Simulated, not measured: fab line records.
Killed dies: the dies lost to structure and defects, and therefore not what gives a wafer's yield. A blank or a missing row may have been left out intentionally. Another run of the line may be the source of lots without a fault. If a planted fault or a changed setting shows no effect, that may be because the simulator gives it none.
Matching of chambers + flow gf180mcu + 4 sister chambers for GF_V4_CMP_04 on cmp-01
The step polishes SiO2. 8 wafers are shown with their chamber, then 7 later ones without.

WAFERS PAIRED WITH THEIR CHAMBERS
| wafer  | chamber | motorCurrentA (A) | timeToEndpointS (s) |
|--------|---------|-------------------|---------------------|
| L310.4 | 3       | 10.8              | 82                  |
| L316.4 | 1       | 12.4              | 84                  |
| L315.2 | 3       | 11.7              | 73                  |
| L318.3 | 0       | 12.2              | 82                  |
| L318.4 | 2       | 12.9              | 81                  |
| L318.5 | 1       | 12.4              | 92                  |
| L320.4 | 0       | 12.1              | 74                  |
| L320.5 | 2       | 11.8              | 91                  |

WAFERS MISSING THEIR CHAMBER
| wafer  | motorCurrentA (A) | timeToEndpointS (s) |
|--------|-------------------|---------------------|
| L320.6 | 12.8              | 88                  |
| L324.1 | 11.2              | 71                  |
| L324.3 | 12.5              | 82                  |
| L324.4 | 12.2              | 85                  |
| L325.2 | 13.3              | 77                  |
| L325.3 | 12.4              | 72                  |
| L325.5 | 11.6              | 85                  |

CHAMBER TAKEN BY EACH
| wafer  | from the rows above               | in truth |
|--------|-----------------------------------|----------|
| L320.6 | can't be placed: 1 or 2 or 0      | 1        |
| L324.1 | can't be placed: 3 or 0           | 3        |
| L324.3 | can't be placed: 2 or 0 or 1 or 3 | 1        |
| L324.4 | can't be placed: 2 or 1 or 0 or 3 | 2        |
| L325.2 | can't be placed: 0 or 2 or 1 or 3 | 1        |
| L325.3 | can't be placed: 0 or 2 or 3 or 1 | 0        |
| L325.5 | can't be placed: 3 or 2 or 0 or 1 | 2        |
0 of 7 placed correctly. From these rows, 7 cannot be placed; in 7 the true chamber is one of the candidates. 0 placed wrongly.
How it was worked out, from the rows above alone: a wafer's distance from a chamber is the root of the sum, over the readings, of the square of ((its reading less the chamber's mean) divided by the reading's scatter). The wafer belongs to the nearest chamber; if the next one is less than 2 further off, it can't be placed. A chamber's mean is the mean of its shown wafers. The scatter: the root of (the sum of the squares of (reading less its chamber's mean) over the shown wafers, divided by (wafers less chambers)).
